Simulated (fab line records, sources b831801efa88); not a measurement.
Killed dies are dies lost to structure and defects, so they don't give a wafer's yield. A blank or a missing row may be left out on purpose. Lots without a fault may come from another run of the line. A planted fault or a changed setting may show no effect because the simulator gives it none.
fab line records | flow sky130
record lots=7 wafers=21 last_day=48
route steps=708 shown LDD_N@240 PAD_OPEN@708
lots that met no fault: from a run of the same line without faults
start_h: hours from the record's first day to the start of the lot's first wafer shown | wait_h: hours since the lot's step before | " the same as in the row above | L1.1+2: a row that stands for several wafers | - no value, or no start given | * or withheld: withheld | < > ~ a bound
route shown NAME@n: a module of which the file shows steps, and the number in the route of the first | usual: mean/standard deviation of fault-free wafers | same: alike in all rows | chamber/n: place in a boat | sites: the reading at each site | _std_site: their standard deviation | _edge_site: outer sites' mean less inner sites' | radius_mm: how far each site lies from the wafer's centre | mask NAME#n: copy n | behind: the tool/chamber that last shaped the wafer | hold: why the lot was held/for how many hours/how that ended | device: the transistor (n, p or np) that didn't switch | end of line: the same wafers' tests at the end of the route | a step without rows: its recipe alone | killed: dies lost to structure and defects at the first sort, not the wafer's yield | map: a wafer's dies, x killed, . not, _ none there
set.NAME: the setting as run; set.NAME@STEP: as run at that earlier step | model.NAME: the simulator's own value behind a step, which no gauge read
lots at some steps of the route; a table a step, a row a wafer
services: from which hour (start_h, from the record's first day; less than 0 if before it) a tool's chamber was out of use, for how many hours, and why
## steps
# step SKY_LDD_N_SOFTBAKE_03
# recipe temp_c=90 time_s=60 resist=NOVOLAK
# step SKY_LDD_N_EXPOSE_04
# recipe mask_id=NTM target_cd_nm=840 na=0.6 source_shape=conventional sigma_outer=0.6 dose_mj=110
# step SKY_LDD_N_PEB_05
# recipe temp_c=withheld time_s=* resist=NOVOLAK
# step SKY_LDD_N_DEVELOP_06
# recipe develop_time_s=60 dev_temp_c=23
# step SKY_LDD_N_OVL_MEAS_07
# usual LDD_N_OVL=0.4/1.3
# columns lot.wafer tool chamber start_h wait_h LDD_N_OVL[nm]
L623.2 overlay-01 - 437.70 0.1 -0.2
L623.3 " - " " 0.1
L623.6 " - " " 0.8
L624.2 overlay-02 - 466.01 0.1 -2.4
L624.3 " - " " 0.7
L624.6 " - " " 0.2
L627.2 overlay-02 - 474.31 0.1 0.9
L627.3 " - " " 1.3
L627.6 " - " " -0.6
L628.2 overlay-01 - 494.61 0.1 0.0
L628.4 " - " " 2.0
L628.6 " - " " 2.3
L629.2 overlay-02 - 497.90 0.1 -1.3
L629.4 " - " " -1.3
L629.5 " - " " -0.3
L631.1 overlay-01 - 508.55 0.1 -1.4
L631.2 " - " " -1.7
L631.4 " - " " 1.1
L630.1 overlay-02 - 510.59 0.1 -0.6
L630.5 " - " " 0.6
L630.6 " - " " -1.0
# step SKY_LDD_N_IMPLANT_08
# recipe species=As energy_kev=20 dose_cm2=7.5e+13 tilt_deg=withheld rotation_deg=23
# step SKY_LDD_N_IMPLANT_09
# recipe species=As energy_kev=20 dose_cm2=7.5e+13 tilt_deg=withheld rotation_deg=113
# step SKY_LDD_N_IMPLANT_10
# recipe species=As energy_kev=20 dose_cm2=7.5e+13 tilt_deg=withheld rotation_deg=203
# step SKY_LDD_N_IMPLANT_11
# recipe species=As energy_kev=20 dose_cm2=7.5e+13 tilt_deg=withheld rotation_deg=293
# step SKY_LDD_N_IMPLANT_12
# recipe species=BF2 energy_kev=50 dose_cm2=5e+12 tilt_deg=30 rotation_deg=0
# step SKY_LDD_N_IMPLANT_13
# recipe species=BF2 energy_kev=50 dose_cm2=5e+12 tilt_deg=30 rotation_deg=90
# step SKY_LDD_N_IMPLANT_14
# recipe species=BF2 energy_kev=50 dose_cm2=5e+12 tilt_deg=30 rotation_deg=180
# step SKY_LDD_N_IMPLANT_15
# recipe species=BF2 energy_kev=50 dose_cm2=5e+12 tilt_deg=30 rotation_deg=270
# usual implant_ion_amu=49/0 rotation_deg=270.01/0.045
# columns lot.wafer tool chamber start_h wait_h implant_ion_amu rotation_deg model.implant.drp_nm model.implant.rp_nm
L623.2 implanter-04 0 438.80 0.1 49 269.99 18.83 34.08
L623.3 " 0 " " 49 270.01 18.83 34.08
L623.6 " 0 " " 49 270.05 18.83 34.08
L624.2 implanter-04 0 467.11 0.1 49 269.98 18.83 32.48
L624.3 " 0 " " 49 270.11 18.83 32.48
L624.6 " 0 " " 49 270.07 18.83 32.48
L627.2 implanter-02 0 475.41 0.1 49 269.99 18.83 31.08
L627.3 " 0 " " 49 270.05 18.83 31.08
L627.6 " 0 " " 49 270.05 18.83 31.08
L628.2 implanter-04 0 495.71 0.1 49 269.91 18.83 32.57
L628.4 " 0 " " 49 269.97 18.83 32.57
L628.6 " 0 " " 49 270.02 18.83 32.57
L629.2 implanter-01 0 499.12 0.1 75 269.98 13.3 27.58
L629.4 " 0 " " 75 270.04 13.3 27.58
L629.5 " 0 " " 75 270.01 13.3 27.58
L631.1 implanter-02 0 509.64 0.1 75 269.93 13.3 27.84
L631.2 " 0 " " 75 270.04 13.3 27.84
L631.4 " 0 " " 75 270.04 13.3 27.84
L630.1 implanter-02 0 511.68 0.1 75 270.05 13.3 28.69
L630.5 " 0 " " 75 269.99 13.3 28.69
L630.6 " 0 " " 75 269.91 13.3 28.69
# step SKY_LDD_N_STRIP_16
# recipe chemistry=O2/N2 power_w=1400 pressure_mtorr=1500 platen_temp_c=withheld o2_flow_sccm=3000 n2_flow_sccm=300 overash_fraction=0.5
# usual drypump_motor_current_A=5.6/0.5 oes_product_au=0.406/0.0052 strip_time_to_endpoint_s=4.311/0.019
# columns lot.wafer tool chamber start_h wait_h drypump_motor_current_A oes_product_au rf_hours_counter_h strip_time_to_endpoint_s
L623.2 plasma_asher-01 0 438.93 0.1 5.2 0.415 1 4.322
L623.3 " 1 " " 6.2 0.410 - 4.306
L623.6 " 0 " " 5.3 0.400 - 4.307
L624.2 plasma_asher-01 0 467.24 0.1 5.3 0.410 3 4.292
L624.3 " 1 " " 6.2 0.405 - 4.312
L624.6 " 0 " " 5.3 0.410 - 4.327
L627.2 plasma_asher-01 1 475.54 0.1 6.2 0.409 4 4.328
L627.3 " 1 " " 6.2 0.412 - 4.343
L627.6 " 1 " " 6.2 0.411 - 4.323
L628.2 plasma_asher-01 1 495.84 0.1 6.2 0.395 6 4.316
L628.4 " 0 " " 5.2 0.409 - 4.317
L628.6 " 0 " " 5.3 0.398 - 4.299
L629.2 plasma_asher-02 1 499.25 0.1 5.9 0.412 37 4.329
L629.4 " 0 " " 4.7 0.407 - 4.318
L629.5 " 1 " " 5.9 0.408 - 4.296
L631.1 plasma_asher-02 0 509.79 0.1 4.8 0.401 38 4.309
L631.2 " 1 " " 5.9 0.402 38 4.321
L631.4 " 0 " " 4.7 0.408 - 4.320
L630.1 plasma_asher-04 0 511.83 0.1 5.2 0.413 85 4.339
L630.5 " 1 " " 6.0 0.419 - 4.363
L630.6 " 0 " " 5.2 0.413 - 4.309
# step SKY_PAD_OPEN_PROBE_99
# usual killed_at_M0_to_M3=44/6.9 killed_at_M4_up=3.3/1.7 killed_at_contacts=24/5.5 killed_at_front_end=16/4.5 killed_at_other=0.2/0.46 killed_dies=87/9.1 killed_open=48/7.3 killed_short=39/6.2
# same gross_dies=492 killed_at_back_side=0
# columns lot.wafer tool chamber start_h wait_h killed_at_M0_to_M3 killed_at_M4_up killed_at_contacts killed_at_front_end killed_at_other killed_dies killed_open killed_short model.etest.nfet_01v8_turned.drive_ua_um model.etest.nfet_01v8.r_on_ohm_um model.etest.nfet_01v8_lvt.drive_ua_um model.etest.nfet_01v8.drive_ua_um model.etest.nfet_01v8_swapped.drive_ua_um model.etest.tip_n.rs_ohm_sq model.etest.nfet_01v8_turned.off_log10_a_um model.etest.nfet_01v8.off_log10_a_um
L623.2 prober-02 - 1098.42 0.1 49 5 19 18 0 91 47 44 517.5 818.6 585.3 518.5 515.5 442.6 -13.43 -13.24
L623.3 prober-02 - 1098.47 0.2 49 8 30 9 0 96 56 40 517.9 810.3 592.1 515.2 517.2 441.2 -13.29 -13.42
L623.6 prober-02 - 1098.62 0.2 58 4 25 12 0 99 60 39 513.6 824.1 588.6 515.6 510.2 440.1 -13.39 -13.38
L624.2 prober-02 - 1117.69 0.1 54 6 10 13 0 83 43 40 502.2 823.3 572.4 503.1 496.1 437.5 -13.38 -13.22
L624.3 prober-02 - 1117.74 0.2 54 4 27 20 2 107 59 45 505 833.8 574.3 506.7 507.4 437.4 -13.31 -13.41
L624.6 prober-02 - 1117.89 0.2 45 2 28 20 1 96 42 53 506.8 821 578.9 503.3 504.1 442.3 -13.43 -13.34
L627.2 prober-01 - 1118.42 0.1 56 1 19 13 0 89 38 48 499.5 858.6 566.2 491.1 491.3 448.9 -13.32 -13.33
L627.3 prober-01 - 1118.47 0.2 41 4 21 19 0 85 48 37 518.9 816.1 594.1 517.5 517 449.4 -13.44 -13.3
L627.6 prober-01 - 1118.62 0.2 51 2 31 19 0 103 58 44 496.3 856.2 569.1 492.1 497.6 449.9 -13.37 -13.44
L629.2 prober-01 - 1140.21 0.1 32 3 22 17 1 75 40 35 533.6 811.3 595.2 519.1 521.2 423.1 -13.09 -13.15
L629.4 prober-01 - 1140.31 0.2 39 4 19 7 0 69 39 30 555.3 793 614.8 536.9 538.3 419.5 -12.94 -13.19
L629.5 prober-01 - 1140.36 0.2 43 7 14 18 0 82 41 41 542.2 801.1 603 523.8 522.9 419.3 -13.01 -13.26
L628.2 prober-02 - 1142.17 0.1 45 5 22 11 0 83 42 39 500 826.9 571 498.9 501.2 439.7 -13.46 -13.23
L628.4 prober-02 - 1142.27 0.2 53 5 23 12 2 95 59 35 495 845 567 492.9 493.6 441.9 -13.39 -13.37
L628.6 prober-02 - 1142.37 0.2 39 3 17 26 0 85 43 42 499.7 830.1 570.6 498.4 496.8 438.7 -13.36 -13.21
L631.1 prober-01 - 1145.64 0.1 38 5 28 12 0 83 51 32 558 786.7 619.3 542.5 541.4 422.8 -13 -13.13
L631.2 prober-01 - 1145.69 0.1 40 3 21 20 0 84 56 28 564.6 781.2 623.6 546 552.5 427.3 -13.01 -13.06
L631.4 prober-01 - 1145.79 0.2 42 4 27 28 0 101 55 45 558.3 780.5 624.1 546.7 541.8 425.8 -13.18 -13.1
L630.1 prober-02 - 1146.15 0.1 43 4 27 11 1 86 50 36 544 807.2 599.9 521.7 520.7 416.4 -13.06 -13.28
L630.5 prober-02 - 1146.35 0.2 45 3 19 20 0 87 46 41 545.5 790.8 606.2 531.5 530.8 413.8 -13.11 -13.17
L630.6 prober-02 - 1146.40 0.2 50 4 22 9 0 85 49 36 547.6 802.1 608.8 534.2 531.6 419.2 -13 -13.09
# killed by level:class
L623.2 VIA1:geometric_particle:open=11 METAL1:geometric_particle:short=9 FIELD_ISO:geometric_particle:open=7 FIELD_ISO:geometric_particle:short=7 CONTACT:geometric_particle:open=7 METAL2:geometric_particle:short=7 VIA2:geometric_particle:open=6 VIA3:geometric_particle:open=6
L623.3 VIA1:geometric_particle:open=21 CONTACT:geometric_particle:open=11 METAL4:geometric_particle:short=8 VIA2:geometric_particle:open=7 LI_CONTACT:geometric_particle:open=5 CONTACT:geometric_particle:short=5 VIA1:geometric_particle:short=5 METAL2:geometric_particle:short=5
L623.6 VIA1:geometric_particle:open=19 LI_CONTACT:geometric_particle:open=9 VIA2:geometric_particle:open=8 CONTACT:geometric_particle:open=7 VIA3:geometric_particle:open=6 VIA1:geometric_particle:short=5 METAL1:geometric_particle:short=5 METAL2:geometric_particle:short=5
L624.2 METAL1:geometric_particle:short=7 VIA2:geometric_particle:open=7 VIA1:geometric_particle:short=6 VIA1:geometric_particle:open=6 VIA2:geometric_particle:short=6 POLY_GATE:geometric_particle:open=5 LI_CONTACT:geometric_particle:open=5 VIA3:geometric_particle:short=5
L624.3 VIA1:geometric_particle:open=13 VIA2:geometric_particle:open=8 POLY_GATE:geometric_particle:open=6 CONTACT:geometric_particle:short=6 METAL1:geometric_particle:short=6 VIA3:geometric_particle:open=6 LI_CONTACT:geometric_particle:open=5 LOCAL_INTERCONNECT:geometric_particle:short=5
L624.6 CONTACT:geometric_particle:open=13 METAL2:geometric_particle:short=9 VIA2:geometric_particle:open=8 VIA1:geometric_particle:open=8 POLY_GATE:geometric_particle:short=7 LI_CONTACT:geometric_particle:open=6 METAL1:geometric_particle:short=6 FIELD_ISO:geometric_particle:short=5
L627.2 VIA1:geometric_particle:open=13 METAL3:geometric_particle:short=8 METAL1:geometric_particle:short=7 FIELD_ISO:geometric_particle:short=5 LI_CONTACT:geometric_particle:open=5 CONTACT:geometric_particle:open=5 VIA1:geometric_particle:short=5 METAL2:geometric_particle:short=5
L627.3 VIA1:geometric_particle:open=11 LI_CONTACT:geometric_particle:open=7 VIA2:geometric_particle:open=6 VIA3:geometric_particle:open=5 CONTACT:geometric_particle:open=5 METAL1:geometric_particle:short=5 FIELD_ISO:geometric_particle:short=4 VIA1:geometric_particle:short=4
L627.6 LI_CONTACT:geometric_particle:open=10 VIA1:geometric_particle:open=9 CONTACT:geometric_particle:open=8 VIA2:geometric_particle:open=7 METAL2:geometric_particle:short=7 VIA1:geometric_particle:short=6 VIA3:geometric_particle:open=6 LOCAL_INTERCONNECT:geometric_particle:short=5
L629.2 LI_CONTACT:geometric_particle:open=6 CONTACT:geometric_particle:short=5 CONTACT:geometric_particle:open=5 VIA2:geometric_particle:open=5 FIELD_ISO:geometric_particle:open=4 LOCAL_INTERCONNECT:geometric_particle:short=4 METAL1:geometric_particle:short=4 VIA3:geometric_particle:open=4
L629.4 VIA2:geometric_particle:open=11 METAL2:geometric_particle:short=6 VIA1:geometric_particle:open=6 VIA3:geometric_particle:open=6 LI_CONTACT:geometric_particle:open=5 LOCAL_INTERCONNECT:geometric_particle:short=5 CONTACT:geometric_particle:open=5 METAL3:geometric_particle:short=4
L629.5 METAL1:geometric_particle:short=9 POLY_GATE:geometric_particle:open=7 VIA1:geometric_particle:open=7 VIA2:geometric_particle:open=6 METAL2:geometric_particle:short=5 FIELD_ISO:geometric_particle:short=4 LI_CONTACT:geometric_particle:open=4 CONTACT:geometric_particle:open=4
L628.2 VIA3:geometric_particle:open=8 CONTACT:geometric_particle:open=7 METAL2:geometric_particle:short=7 VIA2:geometric_particle:open=7 VIA1:geometric_particle:short=6 LI_CONTACT:geometric_particle:open=6 METAL1:geometric_particle:short=6 VIA1:geometric_particle:open=6
L628.4 VIA1:geometric_particle:open=15 CONTACT:geometric_particle:open=12 VIA3:geometric_particle:open=9 VIA1:geometric_particle:short=6 LI_CONTACT:geometric_particle:open=5 METAL1:geometric_particle:short=5 METAL2:geometric_particle:short=5 VIA2:geometric_particle:open=4
L628.6 VIA2:geometric_particle:open=8 POLY_GATE:geometric_particle:short=7 LI_CONTACT:geometric_particle:open=7 METAL2:geometric_particle:short=7 VIA1:geometric_particle:open=7 FIELD_ISO:geometric_particle:short=6 FIELD_ISO:geometric_particle:open=5 CONTACT:geometric_particle:open=5
L631.1 CONTACT:geometric_particle:open=14 VIA1:geometric_particle:open=12 VIA2:geometric_particle:open=7 CONTACT:geometric_particle:short=5 LI_CONTACT:geometric_particle:open=5 VIA3:geometric_particle:open=5 POLY_GATE:geometric_particle:short=4 METAL4:geometric_particle:short=4
L631.2 VIA1:geometric_particle:open=13 VIA2:geometric_particle:open=11 LI_CONTACT:geometric_particle:open=8 FIELD_ISO:geometric_particle:open=7 CONTACT:geometric_particle:short=7 METAL2:geometric_particle:short=6 CONTACT:geometric_particle:open=5 FIELD_ISO:geometric_particle:short=4
L631.4 VIA2:geometric_particle:open=9 LI_CONTACT:geometric_particle:open=8 CONTACT:geometric_particle:open=8 VIA1:geometric_particle:open=8 FIELD_ISO:geometric_particle:open=7 POLY_GATE:geometric_particle:open=5 POLY_GATE:geometric_particle:short=4 METAL1:geometric_particle:short=4
L630.1 CONTACT:geometric_particle:open=12 VIA1:geometric_particle:open=12 LI_CONTACT:geometric_particle:open=7 VIA3:geometric_particle:short=7 VIA3:geometric_particle:open=6 FIELD_ISO:geometric_particle:short=5 METAL1:geometric_particle:short=5 VIA2:geometric_particle:open=4
L630.5 VIA1:geometric_particle:open=13 FIELD_ISO:geometric_particle:short=6 LOCAL_INTERCONNECT:geometric_particle:short=6 CONTACT:geometric_particle:open=6 VIA2:geometric_particle:open=6 VIA3:geometric_particle:open=6 FIELD_ISO:geometric_particle:open=5 METAL1:geometric_particle:short=5
L630.6 VIA1:geometric_particle:open=15 CONTACT:geometric_particle:open=8 METAL1:geometric_particle:short=6 VIA3:geometric_particle:open=6 VIA2:geometric_particle:open=6 LOCAL_INTERCONNECT:geometric_particle:short=5 METAL2:geometric_particle:short=5 LI_CONTACT:geometric_particle:open=4
## services
# columns tool chamber start_h hours kind
plasma_asher-01 - 421.25 9.0 pm
plasma_asher-01 0 421.25 9.0 vent_cycle
plasma_asher-01 1 421.25 9.0 vent_cycle
plasma_asher-01 0 430.25 - clean
plasma_asher-01 1 430.25 - clean
implanter-01 - 437.03 20.8 pm
implanter-02 - 444.59 3.7 repair
implanter-02 - 445.38 1.2 repair
plasma_asher-01 - 477.49 2.8 pm
implanter-04 - 488.31 3.2 pm
implanter-01 - 488.58 4.3 pm
implanter-02 - 497.28 1.9 repair
plasma_asher-01 - 510.01 28.1 pm
## key
first_sign step=SKY_LDD_N_IMPLANT_15 reading=implant_ion_amu direction=up sigmas=99+ usual=49 struck=75
effect none on later readings
model_effect step=SKY_LDD_N_IMPLANT_15 value=implant.drp_nm without=18.83 struck=13.3
model_effect step=SKY_PAD_OPEN_PROBE_99 value=etest.nfet_01v8_turned.drive_ua_um without=511.1 struck=549.9
met_at SKY_LDD_N_IMPLANT_15
struck_wafers L629.2,L629.4,L629.5,L630.1,L630.5,L630.6,L631.1,L631.2,L631.4
tester_left_out L629,L630,L631
onset_between 495.71 499.12
fault kind=wrong_recipe_download tool=implanter-01,implanter-02,implanter-04 chamber=- onset_h=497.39 steps=SKY_LDD_N_IMPLANT_15 wrong_recipe.not_listed=1
# tester_left_out: of these lots the tester's yield and bins aren't shown, on N5 and GAA mostly nor the transistor test; their killed dies are dies lost to structure and defects alone, not to doping, threshold or leakage, so they don't give the yield
